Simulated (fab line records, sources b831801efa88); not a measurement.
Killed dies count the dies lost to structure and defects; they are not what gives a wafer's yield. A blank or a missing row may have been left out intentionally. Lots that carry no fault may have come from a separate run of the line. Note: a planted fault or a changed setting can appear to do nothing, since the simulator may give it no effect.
fab line records	flow sfqLine
[record] lots = 11	wafers = 32	lastDay = 92
route steps=325 shown I2@104 M6@262 I6@279 M8@322
lots that met no fault: from a run of the same line without faults
startH: the number of hours between the record's first day and the start of the first shown wafer of the lot	waitH: hours elapsed since this lot's preceding step	" same as the row above	L1.1+2: several wafers, shown together as one row	- value missing, or start not given	* or withheld: withheld	< > ~ a bound
route shown NAME@n: names a module that has steps shown in the file, with the first one's number in the route	usual: the fault-free wafers' mean and standard deviation	same: alike in all rows	chamber/n: place in a boat	sites: readings site by site	_std_site: their standard deviation	_edge_site: mean of outer sites minus mean of inner sites	radiusMm: for every site, how far away it sits from the centre of the wafer	mask NAME#n: copy n	behind: the tool/chamber that last shaped the wafer	hold: why the lot went on hold/how many hours it stayed there/how the hold came to an end	device: whichever transistor did not switch (one of n, p or np)	end of line: tests of these same wafers at the route's end	where a step has no rows: the recipe by itself	killed: dies that structure and defects cost at the first sort, which is not the same as the wafer's yield	map: a wafer's dies, x killed, . not, _ none there
set.NAME: the setting that was run; set.NAME@STEP: the one run at that earlier step	model.NAME: the simulator's own value behind a step, which no gauge read
a sample of lots followed through the steps of the route, with each step as a table and each wafer as a row
services: a tool's chamber out of use, with start hour (startH, from the record's first day; less than 0 if before it), hours out, and reason
[[steps]]
[step SFQ_TRILAYER_I2_CMP_CMP_064]
[recipe] material = SiO2	downForcePsi = 3	platenRpm = 60	padVelocityMS = 0.94248
[usual] motorCurrentA = 10.4/1.3	timeToEndpointS = 215/6.8
lot.wafer	tool	chamber	startH	waitH	motorCurrentA	timeToEndpointS
L723.1	cmp-02	1	854.38	2.3	13.1	229
L723.3	"	2	"	"	10.2	219
L723.6	"	0	855.88	3.8	8.9	224
L724.3	cmp-02	0	856.88	1.1	8.9	208
L724.2	"	2	857.88	2.1	10.6	205
L724.4	"	3	"	"	10.2	201
L725.2	cmp-01	3	858.08	1.2	10.2	208
L725.3	"	0	"	"	10.1	211
L725.5	"	0	860.58	3.7	9.4	222
L726.4	cmp-02	3	868.97	0.5	10.4	214
L726.3	"	1	869.97	1.5	12.3	211
L726.6	"	3	870.97	2.5	10.5	208
L727.1	cmp-02	1	879.21	0.8	12.5	213
L727.2	"	0	880.71	2.3	8.7	212
L727.5	"	1	"	"	12.8	217
L732.3	cmp-02	0	930.01	0.5	8.3	220
L732.5	"	0	932.01	2.5	8.6	261
L739.3	cmp-01	1	946.42	2.6	10.1	212
L739.4	"	2	"	"	10.1	215
L739.5	"	3	"	"	9.9	215
L741.1	cmp-01	0	948.42	2.0	10.0	204
L741.3	"	3	949.92	3.5	9.9	201
L741.5	"	1	950.92	4.4	10.5	218
L742.4	cmp-01	1	951.92	3.2	10.7	222
L742.1	"	3	952.92	4.3	10.1	212
L742.5	"	0	"	"	9.9	219
L744.3	cmp-01	0	954.42	2.2	10.1	203
L744.2	"	1	"	"	11.0	211
L744.4	"	3	955.92	3.6	9.3	200
L746.2	cmp-01	2	961.92	3.7	10.2	218
L746.5	"	3	"	"	10.0	218
L746.6	"	0	"	"	10.0	215
[step SFQ_TRILAYER_I2_METRO_MEASURE_065]
[usual] thkNm = 199.9/1
lot.wafer	tool	chamber	startH	waitH	thkNm
L723.1	filmMetro-04	-	857.00	0.1	199.5
L723.3	"	-	"	"	200.0
L723.6	"	-	"	"	199.0
L724.2	filmMetro-04	-	860.20	0.3	199.5
L724.3	"	-	"	"	199.5
L724.4	"	-	"	"	200.5
L725.2	filmMetro-02	-	861.40	0.3	199.9
L725.3	"	-	"	"	201.0
L725.5	"	-	"	"	199.3
L726.3	filmMetro-04	-	871.99	0.5	201.4
L726.4	"	-	"	"	199.2
L726.6	"	-	"	"	199.4
L727.1	filmMetro-03	-	882.33	0.1	200.1
L727.2	"	-	"	"	199.9
L727.5	"	-	"	"	199.7
L732.3	filmMetro-04	-	933.03	0.5	199.1
L732.5	"	-	"	"	150.9
L739.3	filmMetro-04	-	948.94	0.5	199.7
L739.4	"	-	"	"	199.9
L739.5	"	-	"	"	198.8
L741.1	filmMetro-03	-	951.54	0.1	197.6
L741.3	"	-	"	"	199.1
L741.5	"	-	"	"	201.1
L742.1	filmMetro-02	-	954.54	0.1	200.2
L742.4	"	-	"	"	200.7
L742.5	"	-	"	"	199.1
L744.2	filmMetro-04	-	957.74	0.3	200.2
L744.3	"	-	"	"	200.4
L744.4	"	-	"	"	199.1
L746.2	filmMetro-02	-	963.74	0.3	201.8
L746.5	"	-	"	"	199.6
L746.6	"	-	"	"	200.1
[step SFQ_TRILAYER_I2_VIA_ETCH_VIA_ETCH_070]
[recipe] target = SiO2	stopOn = Nb	maskMaterial = PR	taperDeg = 20	chemistry = CHF3	targetDepthNm = 260	sourceW = 500	biasW = 80	pressureMtorr = 30	timeS = withheld
[usual] drypumpMotorCurrentA = 5.6/0.62	oesProductAu = 0.854/0.0048
lot.wafer	tool	chamber	startH	waitH	drypumpMotorCurrentA	oesProductAu
L723.1	rieDiel-01	2	999.26	0.0	6.8	0.852
L723.3	"	3	"	"	5.3	0.862
L723.6	"	1	"	"	5.5	0.856
L724.2	rieDiel-03	3	1005.26	0.0	4.7	0.849
L724.3	"	1	"	"	5.0	0.846
L724.4	"	2	"	"	5.7	0.855
L725.2	rieDiel-02	3	1006.46	0.0	5.9	0.853
L725.3	"	0	"	"	5.5	0.853
L725.5	"	0	"	"	5.5	0.847
L726.3	rieDiel-03	1	1017.26	0.0	5.0	0.857
L726.4	"	3	"	"	4.7	0.855
L726.6	"	3	"	"	4.7	0.849
L727.1	rieDiel-03	0	1031.79	0.0	6.5	0.858
L727.2	"	2	"	"	5.8	0.855
L727.5	"	0	"	"	6.5	0.858
L732.3	rieDiel-02	1	1082.27	0.0	5.0	0.857
L732.5	"	3	"	"	5.9	0.735
L739.3	rieDiel-03	2	1094.27	0.0	5.7	0.852
L739.4	"	2	"	"	5.8	0.855
L739.5	"	0	"	"	6.5	0.852
L741.1	rieDiel-01	0	1101.69	0.0	5.6	0.841
L741.3	"	2	"	"	6.9	0.845
L741.5	"	2	"	"	6.8	0.852
L742.1	rieDiel-02	0	1104.09	0.0	5.5	0.848
L742.4	"	1	"	"	5.0	0.855
L742.5	"	0	"	"	5.5	0.858
L744.2	rieDiel-01	3	1106.49	0.0	5.3	0.860
L744.3	"	1	"	"	5.5	0.857
L744.4	"	0	"	"	5.7	0.853
L746.2	rieDiel-01	1	1112.49	0.0	5.5	0.859
L746.5	"	0	"	"	5.7	0.852
L746.6	"	3	"	"	5.3	0.857
[step SFQ_TRILAYER_M6_BARC_OPEN_METAL_ETCH_206]
[recipe] maskMaterial = PR	chemistry = O2	targetDepthNm = 125	target = BARC	icpW = 600	biasW = 80	pressureMtorr = 10	timeS = 41.7
[usual] drypumpMotorCurrentA = 6.0/0.44	oesProductAu = 0.686/0.0047
lot.wafer	tool	chamber	startH	waitH	drypumpMotorCurrentA	oesProductAu	rfHoursCounterH
L723.1	rieMetal-01	0	1571.83	0.0	5.9	0.684	47
L723.3	"	0	"	"	5.9	0.690	-
L723.6	"	0	"	"	5.9	0.685	-
L724.2	rieMetal-03	1	1582.63	0.0	5.7	0.686	75
L724.3	"	0	"	"	6.6	0.687	-
L724.4	"	1	"	"	5.7	0.685	-
L725.2	rieMetal-03	0	1688.51	0.0	6.6	0.682	102
L725.3	"	0	"	"	6.6	0.683	-
L725.5	"	0	"	"	6.6	0.684	-
L726.3	rieMetal-01	1	1690.93	0.0	6.1	0.683	-
L726.4	"	0	"	"	6.0	0.689	-
L726.6	"	1	"	"	6.1	0.686	-
L727.1	rieMetal-04	1	1692.11	0.0	5.1	0.684	94
L727.2	"	0	"	"	6.4	0.685	100
L727.5	"	0	"	"	6.4	0.688	-
L732.3	rieMetal-04	0	1723.51	0.0	6.4	0.692	-
L732.5	"	1	"	"	5.2	0.686	-
L739.3	rieMetal-01	0	1926.47	0.0	5.9	0.681	-
L739.4	"	1	"	"	6.1	0.692	-
L739.5	"	1	"	"	6.1	0.679	-
L741.1	rieMetal-04	0	2016.89	0.0	6.4	0.682	14
L741.3	"	1	"	"	5.1	0.689	-
L741.5	"	1	"	"	5.1	0.681	-
L742.1	rieMetal-04	0	2033.69	0.0	6.4	0.688	16
L742.4	"	1	"	"	5.2	0.684	-
L742.5	"	1	"	"	5.2	0.681	-
L744.2	rieMetal-03	0	2038.62	0.0	6.6	0.688	10
L744.3	"	0	"	"	6.6	0.684	-
L744.4	"	1	"	"	5.7	0.690	-
L746.2	rieMetal-03	0	2045.82	0.0	6.6	0.688	11
L746.5	"	1	"	"	5.8	0.687	-
L746.6	"	0	"	"	6.6	0.694	-
[step SFQ_TRILAYER_I6_VIA_STRIP_STRIP_173]
[recipe] gas = O2	powerW = 200	platenTempC = 40	overashFraction = 0.65	chemistry = O2	pressureMtorr = 50
[usual] drypumpMotorCurrentA = 6.08/0.27	oesProductAu = 1.003/0.0092
lot.wafer	tool	chamber	startH	waitH	drypumpMotorCurrentA	oesProductAu	rfHoursCounterH
L723.1	rieMetal-01	1	1589.99	-	6.09	1.006	14
L723.3	"	0	"	"	5.93	1.000	-
L723.6	"	0	"	"	5.93	1.002	-
L724.2	rieMetal-02	1	1629.61	-	5.89	1.009	63
L724.3	"	1	"	"	5.91	1.012	-
L724.4	"	0	"	"	6.23	1.017	-
L725.2	rieMetal-03	1	1696.31	-	5.72	0.995	91
L725.3	"	1	"	"	5.73	0.996	-
L725.5	"	0	"	"	6.61	0.980	-
L726.3	rieMetal-01	1	1699.51	-	6.09	0.995	-
L726.4	"	0	"	"	5.95	1.014	-
L726.6	"	1	"	"	6.09	0.995	-
L727.1	rieMetal-03	0	1700.51	-	6.57	0.990	103
L727.2	"	1	"	"	5.73	0.995	91
L727.5	"	1	"	"	5.74	1.001	-
L732.3	rieMetal-03	1	1835.72	-	5.74	1.018	-
L732.5	"	0	"	"	6.58	0.994	-
L739.3	rieMetal-02	1	1960.48	-	5.89	1.015	-
L739.4	"	0	"	"	6.27	1.008	-
L739.5	"	1	"	"	5.95	1.014	-
L741.1	rieMetal-03	1	2096.37	-	5.72	0.987	10
L741.3	"	0	"	"	6.62	0.993	-
L741.5	"	0	"	"	6.62	0.988	-
L742.1	rieMetal-01	1	2117.28	-	6.06	0.997	78
L742.4	"	1	"	"	6.07	0.997	-
L742.5	"	1	"	"	6.06	0.992	-
L744.2	rieMetal-02	0	2124.48	-	6.22	1.024	44
L744.3	"	0	"	"	6.25	1.014	-
L744.4	"	1	"	"	5.91	1.023	-
L746.2	rieMetal-01	1	2130.88	-	6.04	0.998	81
L746.5	"	1	"	"	6.08	1.005	-
L746.6	"	0	"	"	5.89	1.002	-
[step SFQ_M8_RS_MEAS_949]
[recipe] thkMeasGauge = four-point-probe	reads = Au_of_TRILAYER_M8_DEP_EVAP_196+Pt_of_TRILAYER_M8_DEP_EVAP_198+Ti_of_TRILAYER_M8_DEP_EVAP_197
[usual] M8_AU_RS = 0.1543/0.0019
lot.wafer	tool	chamber	startH	waitH	M8_AU_RS[ohm/sq]
L723.1	filmMetro-03	-	1819.30	0.3	0.1561
L723.3	"	-	"	"	0.1546
L723.6	"	-	"	"	0.1546
L724.2	filmMetro-04	-	1832.52	0.3	0.1555
L724.3	"	-	"	"	0.1523
L724.4	"	-	"	"	0.1540
L725.2	filmMetro-04	-	1905.76	0.3	0.1529
L725.3	"	-	"	"	0.1550
L725.5	"	-	"	"	0.1548
L726.3	filmMetro-03	-	1909.38	0.3	0.1569
L726.4	"	-	"	"	0.1569
L726.6	"	-	"	"	0.1573
L727.1	filmMetro-02	-	1910.54	0.3	0.1531
L727.2	"	-	"	"	0.1537
L727.5	"	-	"	"	0.1511
L732.3	filmMetro-02	-	1933.67	0.3	0.1519
L732.5	"	-	"	"	0.1532
L739.3	filmMetro-02	-	1976.03	0.3	0.1531
L739.4	"	-	"	"	0.1523
L739.5	"	-	"	"	0.1517
L741.1	filmMetro-03	-	2123.07	0.3	0.1553
L741.3	"	-	"	"	0.1563
L741.5	"	-	"	"	0.1520
L742.1	filmMetro-04	-	2137.65	0.3	0.1566
L742.4	"	-	"	"	0.1543
L742.5	"	-	"	"	0.1563
L744.2	filmMetro-03	-	2205.00	0.3	0.1529
L744.3	"	-	"	"	0.1566
L744.4	"	-	"	"	0.1545
L746.2	filmMetro-04	-	2211.75	0.3	0.1528
L746.5	"	-	"	"	0.1538
L746.6	"	-	"	"	0.1517
[[services]]
tool	chamber	startH	hours	kind
rieMetal-03	-	849.43	2.8	pm
rieMetal-01	-	879.97	14.6	pm
rieMetal-03	-	914.82	2.3	repair
cmp-01	-	919.01	4.0	pm
cmp-01	-	1016.66	2.3	repair
cmp-01	-	1053.41	4.4	repair
rieMetal-01	-	1062.38	2.8	pm
cmp-01	-	1078.10	1.7	repair
cmp-01	-	1140.17	0.2	repair
rieMetal-01	-	1178.15	0.6	repair
cmp-01	-	1229.80	6.1	pm
cmp-01	-	1259.93	4.0	pm
cmp-01	-	1275.06	1.0	repair
rieMetal-03	-	1336.54	19.0	repair
rieMetal-03	0	1364.10	6.9	repair
rieMetal-01	1	1406.15	2.0	repair
rieMetal-01	0	1413.45	4.8	repair
rieMetal-01	-	1517.30	0.2	repair
rieMetal-03	0	1555.83	1.6	repair
rieMetal-03	1	1555.89	18.7	repair
rieMetal-03	1	1866.45	12.8	repair
rieMetal-01	-	1921.96	1.4	pm
rieMetal-03	-	1948.97	2.8	pm
rieMetal-03	-	2052.22	0.9	repair
[[key]]
[firstSign] step = SFQ_TRILAYER_I2_CMP_CMP_064	reading = timeToEndpointS	direction = up	sigmas = 6.8	usual = *	struck = *
[effect] step = SFQ_TRILAYER_I2_METRO_MEASURE_065	reading = thkNm	direction = down	sigmas = 48	usual = 199.9	struck = 150.9
[effect] step = SFQ_TRILAYER_I2_VIA_ETCH_VIA_ETCH_070	reading = oesProductAu	direction = down	sigmas = 25	usual = 0.854	struck = 0.735
metAt SFQ_TRILAYER_I2_CMP_CMP_064
struckLots L732
struckWafers L732.5
notActingAt SFQ_TRILAYER_M6_BARC_OPEN_METAL_ETCH_206,SFQ_TRILAYER_I6_VIA_STRIP_STRIP_173,SFQ_M8_RS_MEAS_949
onsetBetween 879.21 930.01
[fault] kind = processParameterDrift	tool = cmp-02	chamber = -	onsetH = 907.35	steps = SFQ_TRILAYER_I2_CMP_CMP_064	channel = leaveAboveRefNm	offset = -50	shape = step	endH = 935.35	scope = struckWafersOnly	actsIn = theseRecipesOnly	stated = 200
